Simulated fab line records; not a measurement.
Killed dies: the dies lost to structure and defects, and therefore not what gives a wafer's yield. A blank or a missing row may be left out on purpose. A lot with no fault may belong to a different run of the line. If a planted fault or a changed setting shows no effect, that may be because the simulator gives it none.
Struck lot and sound lot, side by side :: flow sky130 :: 26 out of 708 route steps
Sound: wafers L109.1, L109.5, L109.6. Wafers struck: L997.3, L997.4, L997.5. Last of all comes the cause.
Each step with rows lists, per side, the tool, then ch with its chambers, then its first start. Under that, the readings that differ: sound wafers :: struck wafers :: difference of the means :: sigmas: that difference in standard deviations of wafers without a fault.
alike: same words and numbers on both sides, and readings whose means sit less than 2 such deviations apart. not compared: any withheld reading, any reading some wafer has no value for, any bound like >300 that may hide the same value, and any number with overlapping values for which the record gives no deviation.
Wherever a step has rows on one side only, a row that says differs or no value, or a row with sigmas, the two part there. Numbers that don't overlap but have no deviation are shown without sigmas and don't part them. A reading missing from all wafers of one side parts the sides only when that side holds two or more wafers.

SKY_LDD_N_STRIP_16: strips in O2/N2.
  sound on plasma asher-03 ch 0,1, day 24 08:29; struck on plasma asher-01 ch 0,1, day 20 10:44
  alike: chamber pressure mTorr, drypump motor current A, oes product au, strip time to endpoint s
  not compared: rf hours counter h
SKY_LDD_N_TW_MEAS_17:
  sound on film metro-03 at day 24 08:35; struck on film metro-03 at day 20 10:50
  alike: LDD_N_TW
then, 7 steps without rows for these wafers: SKY_LDD_P_DEHYDRATE_00 (time 60 s); SKY_LDD_P_HMDS_01 (prime time 60 s); SKY_LDD_P_COAT_02 (resist thk 1140 nm); SKY_LDD_P_SOFTBAKE_03 (time 60 s); SKY_LDD_P_EXPOSE_04 (exposes mask PSDM, target cd 380 nm); SKY_LDD_P_PEB_05; SKY_LDD_P_DEVELOP_06 (develop time 60 s).
SKY_LDD_P_CD_MEAS_07 targets a cd of 380 nm.
  sound on cd sem-02 at day 25 14:47; struck on cd sem-02 at day 21 18:05
  alike: cd nm
SKY_LDD_P_OVL_MEAS_08:
  sound on overlay-02 at day 25 14:54; struck on overlay-02 at day 21 18:11
  alike: LDD_P_OVL
then, 1 step without rows for these wafers: SKY_LDD_P_IMPLANT_09.
SKY_LDD_P_STRIP_10: strips in O2/N2.
  sound on plasma asher-02 ch 0,1, day 25 15:05; struck on plasma asher-02 ch 0,1, day 21 18:23
  no value came back on the struck wafers for any of 5 readings (chamber pressure mTorr (mTorr), drypump motor current A (A) and others); on the sound wafers chamber pressure mTorr (mTorr) reads 1500.8 1498.0 1500.7
reading: model.NOVOLAK_of_LDD_P_COAT_02.thk nm (nm)
sound: 0 0 0
struck: 1136 1137 1141
difference: +1138
sigmas: 
  not compared: rf hours counter h
SKY_LDD_P_TW_MEAS_11:
  sound on film metro-01 at day 25 15:11; struck on film metro-01 at day 21 18:29
  alike: LDD_P_TW
then, 7 steps without rows for these wafers: SKY_LDD_HVN_DEHYDRATE_00 (time 60 s); SKY_LDD_HVN_HMDS_01 (prime time 60 s); SKY_LDD_HVN_COAT_02 (resist thk 300 nm); SKY_LDD_HVN_SOFTBAKE_03 (time 60 s); SKY_LDD_HVN_EXPOSE_04 (exposes mask HVNTM, target cd 700 nm); SKY_LDD_HVN_PEB_05; SKY_LDD_HVN_DEVELOP_06 (develop time 60 s).
SKY_LDD_HVN_OVL_MEAS_07:
  sound on overlay-02 at day 26 20:31; struck on overlay-01 at day 23 00:40
  alike: LDD_HVN_OVL
then, 1 step without rows for these wafers: SKY_LDD_HVN_IMPLANT_08.
SKY_LDD_HVN_STRIP_09: strips in O2/N2.
  sound on plasma asher-01 ch 0,1, day 26 20:41; struck on plasma asher-04 ch 0,1, day 23 00:53
reading: oes product au (a.u.)
sound: 0.411 0.407 0.410
struck: 0.711 0.716 0.712
difference: +0.304
sigmas: +69

reading: strip time to endpoint s (s)
sound: 4.132 4.114 4.132
struck: 21.688 21.707 21.776
difference: +17.598
sigmas: +99 or more
  alike: chamber pressure mTorr, drypump motor current A
  not compared: rf hours counter h
SKY_LDD_HVN_TW_MEAS_10:
  sound on film metro-01 at day 26 20:47; struck on film metro-01 at day 23 01:11
reading: LDD_HVN_TW
sound: 1425 1425 1434
struck: 30 30 30
difference: -1398
sigmas: -99 or more
  not compared: hold
then, 1 step without rows for these wafers: SKY_PAD_OPEN_PROBE_99.

## WHERE THEY PART
Earliest at SKY_LDD_P_STRIP_10; latest, in this record, at SKY_LDD_HVN_TW_MEAS_10.

WHY: what had been put in by the simulator
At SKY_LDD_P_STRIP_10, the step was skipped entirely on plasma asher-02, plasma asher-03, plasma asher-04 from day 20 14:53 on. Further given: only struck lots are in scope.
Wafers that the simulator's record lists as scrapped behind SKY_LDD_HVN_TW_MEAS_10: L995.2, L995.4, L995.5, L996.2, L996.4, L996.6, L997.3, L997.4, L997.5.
